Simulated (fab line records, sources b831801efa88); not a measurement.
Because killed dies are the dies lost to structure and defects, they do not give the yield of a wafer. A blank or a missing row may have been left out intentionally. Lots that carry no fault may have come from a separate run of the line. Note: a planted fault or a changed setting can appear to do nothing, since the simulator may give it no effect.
Which of the tools did it? || flow sky130 || 11 lots, 33 wafers sampled, at 4 steps of a route of 708

## WHAT THE GAUGES READ, wafer by wafer
SKY_LDD_HVP_OVL_MEAS_07.
{"lot": "L170", "measured": "day 21 02:43", "on": "overlay-01", "LDD_HVP_OVL (nm)": "1.8 0.4 -0.4"}
{"lot": "L172", "measured": "day 22 10:37", "on": "overlay-01", "LDD_HVP_OVL (nm)": "-0.6 0.1 1.4"}
{"lot": "L174", "measured": "day 23 01:11", "on": "overlay-02", "LDD_HVP_OVL (nm)": "1.3 1.5 4.2"}
{"lot": "L175", "measured": "day 23 14:43", "on": "overlay-02", "LDD_HVP_OVL (nm)": "-0.6 -1.1 -1.0"}
{"lot": "L176", "measured": "day 24 06:35", "on": "overlay-02", "LDD_HVP_OVL (nm)": "-2.2 -2.3 0.1"}
{"lot": "L177", "measured": "day 24 11:10", "on": "overlay-02", "LDD_HVP_OVL (nm)": "-0.5 0.7 0.8"}
{"lot": "L178", "measured": "day 24 13:13", "on": "overlay-02", "LDD_HVP_OVL (nm)": "-1.0 -0.6 0.8"}
{"lot": "L182", "measured": "day 26 12:11", "on": "overlay-02", "LDD_HVP_OVL (nm)": "1.0 0.5 0.2"}
{"lot": "L184", "measured": "day 26 14:05", "on": "overlay-01", "LDD_HVP_OVL (nm)": "1.5 2.4 0.4"}
{"lot": "L186", "measured": "day 27 06:34", "on": "overlay-02", "LDD_HVP_OVL (nm)": "- - -"}
{"lot": "L188", "measured": "day 28 04:13", "on": "overlay-02", "LDD_HVP_OVL (nm)": "-2.5 -2.3 -2.3"}

## WHAT TOOL EACH LOT RAN ON (gives the tool, then ch and the chambers of the sampled wafers, and finally the start)
{"lot": "L170", "SKY_SONOS_ONO_STRIP_17": "plasma asher-02 ch 0,1, day 12 08:16", "SKY_GATE_OXIDE_STRIP_13": "plasma asher-03 ch 0,1, day 13 11:25", "SKY_LDD_HVP_EXPOSE_04": "iline stepper-02 ch 0, day 20 11:13"}
{"lot": "L172", "SKY_SONOS_ONO_STRIP_17": "plasma asher-04 ch 0,1, day 13 04:08", "SKY_GATE_OXIDE_STRIP_13": "plasma asher-02 ch 0,1, day 14 08:43", "SKY_LDD_HVP_EXPOSE_04": "iline stepper-02 ch 0, day 21 19:34"}
{"lot": "L174", "SKY_SONOS_ONO_STRIP_17": "plasma asher-02 ch 0,1, day 13 22:17", "SKY_GATE_OXIDE_STRIP_13": "plasma asher-01 ch 0,1, day 15 03:34", "SKY_LDD_HVP_EXPOSE_04": "iline stepper-01 ch 0, day 22 09:11"}
{"lot": "L175", "SKY_SONOS_ONO_STRIP_17": "plasma asher-04 ch 0,1, day 14 08:17", "SKY_GATE_OXIDE_STRIP_13": "plasma asher-01 ch 0,1, day 15 14:32", "SKY_LDD_HVP_EXPOSE_04": "iline stepper-01 ch 0, day 23 00:32"}
{"lot": "L176", "SKY_SONOS_ONO_STRIP_17": "plasma asher-01 ch 0,1, day 14 23:15", "SKY_GATE_OXIDE_STRIP_13": "plasma asher-03 ch 0,1, day 16 05:37", "SKY_LDD_HVP_EXPOSE_04": "iline stepper-02 ch 0, day 23 16:09"}
{"lot": "L177", "SKY_SONOS_ONO_STRIP_17": "plasma asher-04 ch 0,1, day 15 04:03", "SKY_GATE_OXIDE_STRIP_13": "plasma asher-02 ch 0, day 16 11:08", "SKY_LDD_HVP_EXPOSE_04": "iline stepper-01 ch 0, day 23 21:09"}
{"lot": "L178", "SKY_SONOS_ONO_STRIP_17": "plasma asher-01 ch 0,1, day 15 08:36", "SKY_GATE_OXIDE_STRIP_13": "plasma asher-02 ch 0,1, day 16 15:22", "SKY_LDD_HVP_EXPOSE_04": "iline stepper-01 ch 0, day 23 23:47"}
{"lot": "L182", "SKY_SONOS_ONO_STRIP_17": "plasma asher-02 ch 0,1, day 17 07:33", "SKY_GATE_OXIDE_STRIP_13": "plasma asher-03 ch 0,1, day 18 17:17", "SKY_LDD_HVP_EXPOSE_04": "iline stepper-01 ch 0, day 25 22:16"}
{"lot": "L184", "SKY_SONOS_ONO_STRIP_17": "plasma asher-02 ch 0,1, day 17 12:17", "SKY_GATE_OXIDE_STRIP_13": "plasma asher-03 ch 0,1, day 18 19:55", "SKY_LDD_HVP_EXPOSE_04": "iline stepper-01 ch 0, day 26 00:02"}
{"lot": "L186", "SKY_SONOS_ONO_STRIP_17": "plasma asher-01 ch 0,1, day 18 03:59", "SKY_GATE_OXIDE_STRIP_13": "plasma asher-01 ch 0,1, day 19 11:31", "SKY_LDD_HVP_EXPOSE_04": "iline stepper-01 ch 0, day 26 17:46"}
{"lot": "L188", "SKY_SONOS_ONO_STRIP_17": "plasma asher-01 ch 0,1, day 19 04:09", "SKY_GATE_OXIDE_STRIP_13": "plasma asher-02 ch 1, day 20 13:49", "SKY_LDD_HVP_EXPOSE_04": "iline stepper-02 ch 0, day 27 15:26"}
- SKY_SONOS_ONO_STRIP_17: strips in O2/N2.
- SKY_GATE_OXIDE_STRIP_13: strips in O2/N2.
- SKY_LDD_HVP_EXPOSE_04: exposes mask HVPTM, target cd 700 nm.

## THE ANSWER, worked out from the rows above alone
Rule: usual is defined by the lots themselves. The widest of any qualifying gaps counts: lots, ordered by their means at a reading, are off when they make up no more than a third of the lots, leave a main group of 4 or more, and stand apart from it by 3 or more times the standard deviation of that group's means. If all means in a main group match to the digits the tables above print for the reading, that group is not used. A lot without any number at a reading at which 4 lots or more have one is off too. The other lots that the step has rows for count as sound.
Off: L186, seen at SKY_LDD_HVP_OVL_MEAS_07 (LDD_HVP_OVL). Without a number there: L186. The main group has a mean of 0.1 nm with a standard deviation of 1.3.
A tool fits if, at a process step before that reading, it ran every lot that is off, and no sound lot after the first of them. Gauges at SKY_LDD_HVP_OVL_MEAS_07: tried the same way as those tools. 2 tools fit, plasma asher-01 at SKY_GATE_OXIDE_STRIP_13 and iline stepper-01 at SKY_LDD_HVP_EXPOSE_04, so this cannot tell which one it is.

## WHAT HAD BEEN PUT IN BY THE SIMULATOR
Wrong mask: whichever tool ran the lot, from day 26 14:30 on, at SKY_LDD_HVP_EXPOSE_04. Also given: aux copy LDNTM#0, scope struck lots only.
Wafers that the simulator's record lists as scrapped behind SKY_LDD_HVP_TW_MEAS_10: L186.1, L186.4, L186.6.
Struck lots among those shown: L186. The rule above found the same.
